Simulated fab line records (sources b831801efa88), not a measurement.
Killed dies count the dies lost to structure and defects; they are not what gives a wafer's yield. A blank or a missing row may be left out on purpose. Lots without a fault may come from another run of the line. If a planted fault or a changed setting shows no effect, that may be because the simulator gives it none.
Split-lot study ; flow sky130 ; 23 wafers read across 5 lots, on a route 708 steps long

== THE SPLIT ==
At SKY_LI_CONTACT_CMP_24 (polishes, stops on PSG, t overpolish 20 s, target thk 0 nm), the setting tOverpolishS was moved away from the recipe's 20 s on 8 of the 23 wafers read, by -25.7% to +14.3%. For the rest of the wafers, this setting stayed at what the recipe calls for.

The reading is taken at the split's own step.

== THE READING ==
overpolishRunS, in s, at SKY_LI_CONTACT_CMP_24 (polishes, stops on PSG, t overpolish 20 s, target thk 0 nm). On this fab line, fault-free wafers typically give 19.999 s with a standard deviation of 0.01 s.

wafer;tool, chamber at the split;tOverpolishS as run, s;against the recipe;overpolishRunS, s;against lot-mates on the recipe
L075.4;cmp-02, 0;14.86;-25.7%;14.869;-5.127
L075.1;cmp-02, 1;14.86;-25.7%;14.876;-5.120
L075.3;cmp-02, 2;20;recipe;20.001;-
L075.2;cmp-02, 3;20;recipe;19.990;-
L075.5;cmp-02, 1;14.86;-25.7%;14.868;-5.127
L078.4;cmp-02, 3;22.83;+14.1%;22.823;+2.819
L078.2;cmp-02, 0;20;recipe;19.997;-
L078.3;cmp-02, 2;20;recipe;20.011;-
L078.5;cmp-02, 3;22.83;+14.1%;22.827;+2.823
L078.6;cmp-02, 0;22.83;+14.1%;22.829;+2.825
L079.3;cmp-02, 1;20;recipe;19.987;-
L079.4;cmp-02, 2;22.87;+14.3%;22.874;+2.889
L079.2;cmp-02, 0;20;recipe;19.976;-
L079.6;cmp-02, 1;22.87;+14.3%;22.885;+2.900
L079.5;cmp-02, 2;20;recipe;19.991;-
L080.3;cmp-02, 1;20;recipe;20.004;-
L080.4;cmp-02, 2;20;recipe;20.001;-
L080.2;cmp-02, 3;20;recipe;20.002;-
L080.6;cmp-02, 0;20;recipe;20.002;-
L080.5;cmp-02, 1;20;recipe;19.989;-
L084.3;cmp-01, 0;20;recipe;20.011;-
L084.1;cmp-01, 1;20;recipe;20.010;-
L084.6;cmp-01, 0;20;recipe;19.990;-

FIT RESULTS
A straight line over all 23 wafers: overpolishRunS changes by +0.2 s for each +1% of tOverpolishS; r = +1.00; the points scatter about the line by 0.0099 s.
The same after taking each lot's own level away (the mean of its wafers on the recipe; 23 wafers): +0.2 s for each +1%; r = +1.00; scatter 0.011 s.
Per that fit: largest tOverpolishS move, reading shift of 5.1 s.
The span of the lots' own levels, 19.9847 to 20.0040 s, comes to 1.9 times the standard deviation stated above.
Hence the lot-to-lot level has little effect on the slope; both slopes agree.
Check: -5.13 s against its lot-mates is what the line predicts for one of the wafers moved furthest among these (-25.7%) when that wafer is left out of the fit. It came out at -5.13 s against them.
Tool readings at the split's step, against how far the setting was moved: overpolishRunS r = +1.00.

== OTHER SPLITS ON THESE WAFERS ==
Other splits were also applied to these wafers ahead of the reading. Each is held against what the fit with the lots' levels taken away leaves over:
other split on the same wafers;wafers away from the commonest value;r with overpolishRunS (lot level and that fit taken away)
SKY_RES_XHIGH_COAT_02 resistThkNm;10;+0.18
SKY_RES_XHIGH_DEVELOP_06 devTempC;8;+0.40
SKY_SD_N_IMPLANT_09 energyKev;6;+0.35
SKY_SD_N_STRIP_11 o2FlowSccm;7;-0.09
SKY_LI_CONTACT_HDPCVD_00 timeS;5;+0.27
SKY_LI_CONTACT_COAT_06 resistThkNm;10;-0.02

== FILE'S OWN FIT ==
overpolishRunS changes by +0.2 s for each +1% of tOverpolishS, r = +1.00.
